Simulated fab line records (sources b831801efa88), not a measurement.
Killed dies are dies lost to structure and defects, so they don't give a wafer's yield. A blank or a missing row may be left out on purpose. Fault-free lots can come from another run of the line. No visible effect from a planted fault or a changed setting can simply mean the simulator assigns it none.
What tool caused it? -- flow sky130 -- 24 lots, 72 wafers sampled, at 5 steps of a route of 708

== WHAT THE GAUGES READ, wafer by wafer ==
SKY_VT_ADJUST_HVTR_TW_MEAS_11.
lot,measured,on,VT_ADJUST_HVTR_TW
L074,day 9 00:17,film metro-03,211.1 210.3 211.2
L075,day 9 14:21,film metro-01,208.6 208.0 209.7
L076,day 9 20:44,film metro-02,210.9 211.5 211.6
L077,day 10 03:23,film metro-03,212.1 212.0 211.0
L078,day 10 09:32,film metro-01,206.9 208.4 208.2
L079,day 11 00:08,film metro-03,210.8 210.8 212.5
L080,day 11 17:56,film metro-03,210.9 211.0 210.4
L081,day 11 19:04,film metro-03,210.1 210.6 210.3
L082,day 12 06:58,film metro-03,210.6 209.8 210.7
L083,day 12 10:19,film metro-02,210.4 211.1 211.6
L084,day 12 10:47,film metro-02,211.0 213.0 211.2
L085,day 12 17:14,film metro-02,210.7 211.0 211.0
L086,day 13 02:34,film metro-02,210.6 211.2 211.7
L087,day 13 09:08,film metro-02,211.5 211.3 210.9
L088,day 13 14:43,film metro-02,211.3 211.1 211.8
L089,day 13 23:44,film metro-02,210.5 211.3 210.9
L091,day 14 12:05,film metro-01,208.2 208.4 208.3
L090,day 14 14:45,film metro-02,213.4 212.8 213.4
L092,day 14 23:24,film metro-03,210.1 209.6 210.1
L093,day 15 10:25,film metro-03,211.8 210.9 211.2
L094,day 16 08:52,film metro-02,212.2 211.7 212.2
L095,day 17 00:52,film metro-03,211.0 209.7 210.9
L096,day 17 02:20,film metro-01,207.7 208.8 207.4
L097,day 17 02:25,film metro-02,213.4 211.9 212.5

SKY_CONTACT_THK_MEAS_01.
lot,measured,on,CONTACT_CVD_00_THK (nm)
L074,day 29 13:34,film metro-01,75.1 75.2 75.5
L075,day 30 04:26,film metro-01,74.9 75.7 74.6
L076,day 30 13:04,film metro-01,72.9 74.2 74.4
L077,day 31 00:53,film metro-03,74.0 73.2 75.0
L078,day 31 16:53,film metro-03,74.1 74.5 75.7
L079,day 32 06:10,film metro-03,74.7 75.9 76.1
L080,day 32 11:58,film metro-01,73.5 73.5 74.1
L081,day 32 16:00,film metro-03,74.9 76.3 75.4
L082,day 33 07:32,film metro-01,74.8 74.2 75.2
L083,day 33 14:45,film metro-04,74.4 74.4 75.1
L084,day 33 13:31,film metro-03,74.1 75.0 75.8
L085,day 33 16:59,film metro-01,75.7 76.9 75.7
L086,day 34 02:49,film metro-04,74.9 74.1 75.3
L087,day 34 12:34,film metro-04,74.7 75.2 75.4
L088,day 34 16:34,film metro-04,75.1 74.1 75.2
L089,day 36 02:04,film metro-03,75.0 75.0 76.3
L091,day 36 01:49,film metro-01,73.8 75.4 76.7
L090,day 36 01:22,film metro-01,75.0 75.1 76.1
L092,day 36 03:30,film metro-04,75.0 75.6 76.3
L093,day 36 13:28,film metro-01,74.3 74.4 75.5
L094,day 37 06:22,film metro-01,74.5 75.1 75.7
L095,day 38 01:17,film metro-01,74.5 73.4 74.3
L096,day 38 00:55,film metro-03,73.8 76.0 74.9
L097,day 38 05:27,film metro-04,74.5 74.0 75.2

SKY_VIA2_THK_MEAS_01.
lot,measured,on,VIA2_HDPCVD_THK (nm)
L074,day 34 08:41,film metro-03,1184 1181 1187
L075,day 34 21:12,film metro-04,1159 1182 1180
L076,day 35 05:50,film metro-01,1180 1181 1186
L077,day 35 17:47,film metro-03,1187 1177 1187
L078,day 36 08:16,film metro-03,1182 1173 1178
L079,day 36 22:23,film metro-04,1197 1193 1180
L080,day 37 03:40,film metro-03,1183 1168 1193
L081,day 37 06:49,film metro-01,1189 1172 1181
L082,day 37 21:42,film metro-04,1182 1167 1175
L083,day 38 06:40,film metro-03,1174 1191 1195
L084,day 38 03:52,film metro-01,1207 1191 1196
L085,day 38 07:53,film metro-03,1194 1197 1200
L086,day 38 16:30,film metro-01,1175 1180 1173
L087,day 39 01:52,film metro-03,1190 1198 1193
L088,day 39 06:56,film metro-01,1183 1184 1197
L089,day 40 13:31,film metro-04,1172 1172 1179
L091,day 40 13:19,film metro-04,1180 1187 1201
L090,day 40 13:13,film metro-01,1172 1198 1166
L092,day 40 14:59,film metro-04,1194 1185 1163
L093,day 41 00:20,film metro-04,1160 1184 1179
L094,day 41 16:14,film metro-04,1188 1182 1177
L095,day 42 08:50,film metro-03,1174 1170 1161
L096,day 42 08:25,film metro-04,1186 1178 1195
L097,day 42 13:29,film metro-03,1179 1189 1180

== WHAT TOOL EACH LOT RAN ON (gives the tool, then ch and the chambers of the sampled wafers, and finally the start) ==
lot,SKY_LI_CONTACT_CVD_21,SKY_CONTACT_ETCH_16
L074,"cvd w-02 ch 1, day 28 10:56","rie diel-01 ch 0,1,2, day 30 17:43"
L075,"cvd w-02 ch 0,1, day 29 00:29","rie diel-02 ch 0,1,2, day 31 07:25"
L076,"cvd w-01 ch 0,1, day 29 07:05","rie diel-04 ch 1,3, day 31 16:43"
L077,"cvd w-01 ch 0,1, day 29 20:08","rie diel-04 ch 2,3, day 32 04:11"
L078,"cvd w-01 ch 0,1, day 30 12:35","rie diel-01 ch 0,1,3, day 32 20:05"
L079,"cvd w-02 ch 0,1, day 31 02:26","rie diel-02 ch 0,1,2, day 33 09:14"
L080,"cvd w-02 ch 0,1, day 31 07:59","rie diel-01 ch 0,1,3, day 33 15:05"
L081,"cvd w-02 ch 0,1, day 31 11:14","rie diel-01 ch 0,2,3, day 33 19:10"
L082,"cvd w-02 ch 0,1, day 32 03:02","rie diel-02 ch 1,2,3, day 34 10:11"
L083,"cvd w-02 ch 0,1, day 32 10:47","rie diel-04 ch 1,3, day 34 18:04"
L084,"cvd w-01 ch 0,1, day 32 09:01","rie diel-02 ch 0,1, day 34 16:23"
L085,"cvd w-01 ch 0,1, day 32 12:32","rie diel-01 ch 1,2,3, day 34 20:41"
L086,"cvd w-02 ch 0,1, day 32 23:23","rie diel-02 ch 0,1,3, day 35 05:59"
L087,"cvd w-02 ch 0,1, day 33 08:32","rie diel-02 ch 2,3, day 35 14:55"
L088,"cvd w-02 ch 0,1, day 33 12:38","rie diel-01 ch 0,1,2, day 35 19:17"
L089,"cvd w-01 ch 0, day 34 22:26","rie diel-01 ch 0,3, day 37 05:12"
L091,"cvd w-02 ch 0,1, day 34 22:05","rie diel-04 ch 0,2, day 37 05:07"
L090,"cvd w-01 ch 0,1, day 34 21:47","rie diel-02 ch 1,2,3, day 37 05:05"
L092,"cvd w-02 ch 0,1, day 35 00:17","rie diel-01 ch 0,2,3, day 37 07:01"
L093,"cvd w-02 ch 0,1, day 35 09:40","rie diel-01 ch 1,2, day 37 16:14"
L094,"cvd w-01 ch 0,1, day 36 02:20","rie diel-01 ch 1,3, day 38 09:11"
L095,"cvd w-01 ch 1, day 36 21:17","rie diel-02 ch 0,1,2, day 39 02:23"
L096,"cvd w-02 ch 0,1, day 36 20:59","rie diel-01 ch 0,1,3, day 39 02:02"
L097,"cvd w-02 ch 0,1, day 37 01:27","rie diel-01 ch 0,2,3, day 39 06:52"
- SKY_LI_CONTACT_CVD_21: deposits W, target thk 400 nm, time 120.56 s.
- SKY_CONTACT_ETCH_16: etches BARC in N2/H2, stops on SiO2, time 45.9 s, target depth 60 nm.

== AS READ BY THE TOOLS THEMSELVES (means over the sampled wafers that have a number; for cases with no such wafer, the mark the record gives instead) ==
SKY_LI_CONTACT_CVD_21.
lot,tool,heater power w (W)
L074,cvd w-02,852
L075,cvd w-02,791
L076,cvd w-01,759
L077,cvd w-01,758
L078,cvd w-01,765
L079,cvd w-02,809
L080,cvd w-02,824
L081,cvd w-02,803
L082,cvd w-02,814
L083,cvd w-02,812
L084,cvd w-01,761
L085,cvd w-01,753
L086,cvd w-02,827
L087,cvd w-02,808
L088,cvd w-02,817
L089,cvd w-01,763
L091,cvd w-02,837
L090,cvd w-01,765
L092,cvd w-02,819
L093,cvd w-02,810
L094,cvd w-01,772
L095,cvd w-01,750
L096,cvd w-02,820
L097,cvd w-02,810

SKY_CONTACT_ETCH_16.
lot,tool,drypump motor current A (A),oes product au (a.u.),throttle valve pct (%)
L074,rie diel-01,5.5,0.855,13.217
L075,rie diel-02,5.9,0.854,13.235
L076,rie diel-04,5.5,0.858,13.228
L077,rie diel-04,5.1,0.853,13.234
L078,rie diel-01,5.5,0.852,13.212
L079,rie diel-02,6.0,0.857,13.219
L080,rie diel-01,5.5,0.855,13.217
L081,rie diel-01,5.7,0.857,13.228
L082,rie diel-02,5.7,0.851,13.226
L083,rie diel-04,5.5,0.858,13.222
L084,rie diel-02,5.9,0.853,13.233
L085,rie diel-01,5.8,0.850,13.221
L086,rie diel-02,5.6,0.860,13.216
L087,rie diel-02,5.9,0.849,13.230
L088,rie diel-01,5.5,0.857,13.214
L089,rie diel-01,5.7,0.853,13.235
L091,rie diel-04,5.8,0.855,13.216
L090,rie diel-02,5.7,0.857,13.223
L092,rie diel-01,5.7,0.853,13.226
L093,rie diel-01,5.7,0.855,13.215
L094,rie diel-01,5.8,0.856,13.222
L095,rie diel-02,5.9,0.856,13.224
L096,rie diel-01,5.5,0.853,13.230
L097,rie diel-01,5.7,0.852,13.210

== THE ANSWER, worked out from the rows above alone ==
Rule: the usual values come from the lots themselves. The widest of any qualifying gaps counts: lots, ordered by their means at a reading, are off when they make up no more than a third of the lots, leave a main group of 4 or more, and stand apart from it by 3 or more times the standard deviation of that group's means. The tables above print the reading to a certain number of digits; a main group whose means all agree to those digits is not used. Also off: a lot with no number at a reading for which 4 or more lots have one. The other lots that the step has rows for count as sound. After the gauges, taken in route order, come the tools' own readings; for these a lot's mean is taken, as printed above. At the first step where some lot is off, the reading lying furthest off is the one used; lots without a number count as furthest.
Nothing can be told from this: no lot is off at any reading shown.

== WHAT THE SIMULATOR PUT IN ==
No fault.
